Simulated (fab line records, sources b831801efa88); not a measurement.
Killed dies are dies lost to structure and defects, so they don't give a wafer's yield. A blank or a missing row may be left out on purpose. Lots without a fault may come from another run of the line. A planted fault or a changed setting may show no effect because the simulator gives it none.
Problem report in the 8D (eight disciplines) form, filled by code | flow sfq_line | the parts of the form that need people (team, actions taken, sign-off) are left out

1. THE PROBLEM
bias_w at SFQ_TRILAYER_I6_VIA_BARC_OPEN_VIA_ETCH_235 reads a mean of 85.88 W on 5 wafers of 2 lots; wafers without a fault read 80.01 W with a standard deviation of 0.22. That is +27 standard deviations from the usual mean.
The step: etches BARC in O2, target depth 125 nm, time 41.7 s.
First seen on wafer L497.2, day 70 16:09, on rie_diel-02. The record holds 41 wafers of 14 lots with a number at this step. Rule for "out", or "out of limits": more than 4 standard deviations from the usual mean. The other wafers with a number count as sound.

2. WHAT IT IS AND WHAT IT IS NOT
question                    | is                     | is not
which readings at this step | bias_w                 | drypump_motor_current_A, oes_product_au
which lots                  | L497, L499             | L489, L492, L500, L503, L504, L506, L507, L508, L509, L510, L511, L512
which wafers of those lots  | all that have a number | -
read on which tools         | rie_diel-02            | rie_diel-01, rie_diel-03
when                        | from day 70 16:09      | up to then (6 sound wafers); but 30 sound wafers of L500, L503, L504, L506, L507, L508, L509, L510, L511, L512 came after

3. SUSPECTS, AND WHAT RULES EACH OUT
Counting: a tool at a process step up to the reading stays a suspect if it ran every lot that is out and no sound lot after the first of them.
- cmp-02 at SFQ_TRILAYER_I6_CMP_CMP_166 (polishes SiO2): ruled out as a lasting fault. Sound lots L504, L506, L507, L508, L511 ran on it after its first lot that is out, L497 (day 70 08:36).
- rie_diel-02 at SFQ_TRILAYER_I6_VIA_BARC_OPEN_VIA_ETCH_235 (etches BARC in O2, target depth 125 nm, time 41.7 s): ruled out as a lasting fault. Sound lots L500, L503, L506, L507, L509, L511 ran on it after its first lot that is out, L497 (day 70 16:09).
Left after counting: nothing in the record.

4. THE CAUSE (what the simulator had put in)
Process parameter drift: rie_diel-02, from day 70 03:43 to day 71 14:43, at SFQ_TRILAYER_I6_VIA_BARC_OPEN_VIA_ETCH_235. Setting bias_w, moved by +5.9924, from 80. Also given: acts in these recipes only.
Counting ruled it out, wrongly.

5. THE CHAIN OF EFFECTS, in route order
Each row: a reading whose mean over the struck wafers that have a number lies more than 3 standard deviations from the usual. Only readings for which the record gives a usual standard deviation are gone through. hours: the time from each lot's start at the first step in this table that gives one to its start at this step, as a median over the lots. sigmas: the change in usual standard deviations.
hours | step                                       | reading | usual   | on struck wafers | change | sigmas
0     | SFQ_TRILAYER_I6_VIA_BARC_OPEN_VIA_ETCH_235 | bias_w  | 80.01 W | 85.88            | +5.87  | +27
The process steps in it:
- SFQ_TRILAYER_I6_VIA_BARC_OPEN_VIA_ETCH_235: etches BARC in O2, target depth 125 nm, time 41.7 s.
Later measuring or inspecting steps at which every struck wafer that the step has a row for has a number for every such reading, and none has moved that far: SFQ_M7_OVL_MEAS_945.

6. WHAT WOULD HAVE CAUGHT IT SOONER
In this record the first reading out of limits was taken at day 70 16:09, 12 hours after the fault began at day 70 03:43.
